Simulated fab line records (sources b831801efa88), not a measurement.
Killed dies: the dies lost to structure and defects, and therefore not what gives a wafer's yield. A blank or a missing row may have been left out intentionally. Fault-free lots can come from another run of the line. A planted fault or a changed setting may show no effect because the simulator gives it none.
What tool caused it? + flow gf180mcu + 14 lots, 42 wafers sampled, at 4 steps of a route of 602

## WHAT THE GAUGES SHOWED, per wafer
GF_POLY_GATE_CD_MEAS_10: target cd 280 nm. Usual: cd_nm 280.4 nm, standard deviation 1.3.
| lot  | measured     | on        | cd_nm (nm)        | flag |
|------|--------------|-----------|-------------------|------|
| L387 | day 9 07:28  | cd_sem-02 | 282.8 281.4 281.7 |      |
| L388 | day 9 17:01  | cd_sem-02 | 278.9 279.6 279.9 |      |
| L390 | day 10 01:18 | cd_sem-01 | - - -             | OFF  |
| L391 | day 10 10:47 | cd_sem-01 | - - -             | OFF  |
| L392 | day 10 17:07 | cd_sem-02 | 281.5 283.4 282.0 |      |
| L400 | day 13 14:24 | cd_sem-01 | 281.5 282.6 282.1 |      |
| L402 | day 13 23:35 | cd_sem-01 | 279.8 279.8 280.5 |      |
| L403 | day 14 04:28 | cd_sem-01 | 279.5 279.2 279.5 |      |
| L405 | day 14 20:17 | cd_sem-01 | 280.9 280.7 281.8 |      |
| L406 | day 15 01:56 | cd_sem-01 | 279.2 280.8 281.6 |      |
| L407 | day 15 10:00 | cd_sem-02 | 278.2 279.2 278.2 |      |
| L408 | day 15 16:30 | cd_sem-02 | 280.4 278.3 279.1 |      |
| L409 | day 16 04:21 | cd_sem-02 | 282.0 281.8 281.6 |      |
| L410 | day 16 07:50 | cd_sem-01 | 281.3 282.0 280.9 |      |

GF_V1_RS_MEAS_24: measurement is done with a four-point probe. Usual: V1_W_RS typically reads 0.327 ohm/sq, with standard deviation 0.0043.
| lot  | measured     | on            | V1_W_RS (ohm/sq)  | flag |
|------|--------------|---------------|-------------------|------|
| L387 | day 18 07:19 | film_metro-03 | 0.324 0.320 0.328 |      |
| L388 | day 18 20:42 | film_metro-04 | 0.320 0.327 0.324 |      |
| L392 | day 20 02:43 | film_metro-02 | 0.336 0.332 0.331 |      |
| L400 | day 23 18:05 | film_metro-02 | 0.333 0.326 0.326 |      |
| L402 | day 24 04:33 | film_metro-02 | 0.325 0.325 0.327 |      |
| L403 | day 24 09:23 | film_metro-03 | 0.326 0.325 0.322 |      |
| L405 | day 25 01:35 | film_metro-04 | 0.322 0.325 0.323 |      |
| L406 | day 25 06:56 | film_metro-02 | 0.328 0.326 0.329 |      |
| L407 | day 25 14:41 | film_metro-04 | 0.327 0.323 0.330 |      |
| L408 | day 26 00:28 | film_metro-02 | 0.329 0.326 0.329 |      |
| L409 | day 26 07:28 | film_metro-04 | 0.319 0.326 0.321 |      |
| L410 | day 26 12:34 | film_metro-03 | 0.320 0.329 0.323 |      |

GF_M2_RS_MEAS_05: measurement is done with a four-point probe. Usual: M2_ALCU_RS typically reads 0.0693 ohm/sq, with standard deviation 0.00055.
| lot  | measured     | on            | M2_ALCU_RS (ohm/sq)  | flag |
|------|--------------|---------------|----------------------|------|
| L387 | day 18 08:01 | film_metro-01 | 0.0701 0.0696 0.0700 |      |
| L388 | day 18 21:24 | film_metro-02 | 0.0695 0.0692 0.0694 |      |
| L392 | day 20 03:25 | film_metro-04 | 0.0707 0.0701 0.0705 |      |
| L400 | day 23 18:47 | film_metro-01 | 0.0703 0.0695 0.0695 |      |
| L402 | day 24 05:15 | film_metro-01 | 0.0689 0.0686 0.0682 |      |
| L403 | day 24 10:05 | film_metro-04 | 0.0698 0.0686 0.0698 |      |
| L405 | day 25 02:33 | film_metro-04 | 0.0700 0.0695 0.0698 |      |
| L406 | day 25 07:43 | film_metro-04 | 0.0687 0.0687 0.0693 |      |
| L407 | day 25 15:23 | film_metro-01 | 0.0685 0.0690 0.0689 |      |
| L408 | day 26 01:10 | film_metro-04 | 0.0688 0.0687 0.0689 |      |
| L409 | day 26 08:28 | film_metro-02 | 0.0691 0.0692 0.0692 |      |
| L410 | day 26 13:16 | film_metro-04 | 0.0700 0.0699 0.0703 |      |

## TOOL THAT RAN EACH LOT (tool first, then ch and the chambers of the sampled wafers, then the start)
| lot  | GF_POLY_GATE_EXPOSE_07            |
|------|-----------------------------------|
| L387 | krf_scanner-01 ch 0, day 8 23:25  |
| L388 | krf_scanner-01 ch 0, day 9 07:58  |
| L390 | krf_scanner-01, day 9 17:31       |
| L391 | krf_scanner-02, day 10 01:29      |
| L392 | krf_scanner-01 ch 0, day 10 08:32 |
| L400 | krf_scanner-02 ch 0, day 13 04:13 |
| L402 | krf_scanner-02 ch 0, day 13 13:06 |
| L403 | krf_scanner-01 ch 0, day 13 18:15 |
| L405 | krf_scanner-01 ch 0, day 14 09:22 |
| L406 | krf_scanner-01 ch 0, day 14 15:31 |
| L407 | krf_scanner-01 ch 0, day 14 23:19 |
| L408 | krf_scanner-02 ch 0, day 15 05:17 |
| L409 | krf_scanner-01 ch 0, day 15 17:37 |
| L410 | krf_scanner-02 ch 0, day 15 21:28 |
- GF_POLY_GATE_EXPOSE_07: exposes mask Poly2, target cd 280 nm.

## AS READ BY THE TOOLS THEMSELVES (means over the sampled wafers that have a number; for cases with no such wafer, the mark the record gives instead)
GF_POLY_GATE_EXPOSE_07. Usual: exposure_dose_mJ_cm2 27.993, standard deviation 0.029; focus_offset_nm 0.0 nm, standard deviation 0.53; reticle_temp_C 23.00 C, standard deviation 0.11.
| lot  | tool           | exposure_dose_mJ_cm2 | focus_offset_nm (nm) | reticle_temp_C (C) | flag |
|------|----------------|----------------------|----------------------|--------------------|------|
| L387 | krf_scanner-01 | 28.004               | -0.2                 | 23.01              |      |
| L388 | krf_scanner-01 | 27.990               | -0.1                 | 23.00              |      |
| L390 | krf_scanner-01 | -                    | -                    | -                  | OFF  |
| L391 | krf_scanner-02 | -                    | -                    | -                  | OFF  |
| L392 | krf_scanner-01 | 27.966               | 0.4                  | 22.98              |      |
| L400 | krf_scanner-02 | 28.018               | 0.5                  | 22.96              |      |
| L402 | krf_scanner-02 | 27.960               | -0.5                 | 22.99              |      |
| L403 | krf_scanner-01 | 28.011               | -0.1                 | 23.12              |      |
| L405 | krf_scanner-01 | 28.011               | 0.4                  | 23.11              |      |
| L406 | krf_scanner-01 | 28.000               | 0.7                  | 22.93              |      |
| L407 | krf_scanner-01 | 27.973               | -0.9                 | 23.09              |      |
| L408 | krf_scanner-02 | 28.014               | 0.1                  | 23.02              |      |
| L409 | krf_scanner-01 | 27.982               | 0.0                  | 23.09              |      |
| L410 | krf_scanner-02 | 28.001               | -0.1                 | 22.87              |      |

## THE ANSWER, worked out from the rows above alone
Rule: a lot counts as off when the mean over its wafers that have a number is more than 3 standard deviations away from the usual mean. A lot without any number at a reading at which 4 lots or more have one is off too. The other lots that the step has rows for count as sound. First the gauges in route order, then the tools' own readings, where a lot's mean is used as printed above. At the first step where some lot is off, the reading lying furthest off is the one used; lots without a number count as furthest.
Off: L390, L391, at GF_POLY_GATE_CD_MEAS_10 (cd_nm). Without a number there: L390, L391.
If a tool, at a process step before that reading, ran all the lots that are off and no sound lot after the first of them, it fits. The gauges at GF_POLY_GATE_CD_MEAS_10 aren't tried: what is off there is off at GF_POLY_GATE_EXPOSE_07 too, on other tools, and a gauge's error can't cause that. Of those tried, none fits.

## WHAT WAS PUT IN BY THE SIMULATOR
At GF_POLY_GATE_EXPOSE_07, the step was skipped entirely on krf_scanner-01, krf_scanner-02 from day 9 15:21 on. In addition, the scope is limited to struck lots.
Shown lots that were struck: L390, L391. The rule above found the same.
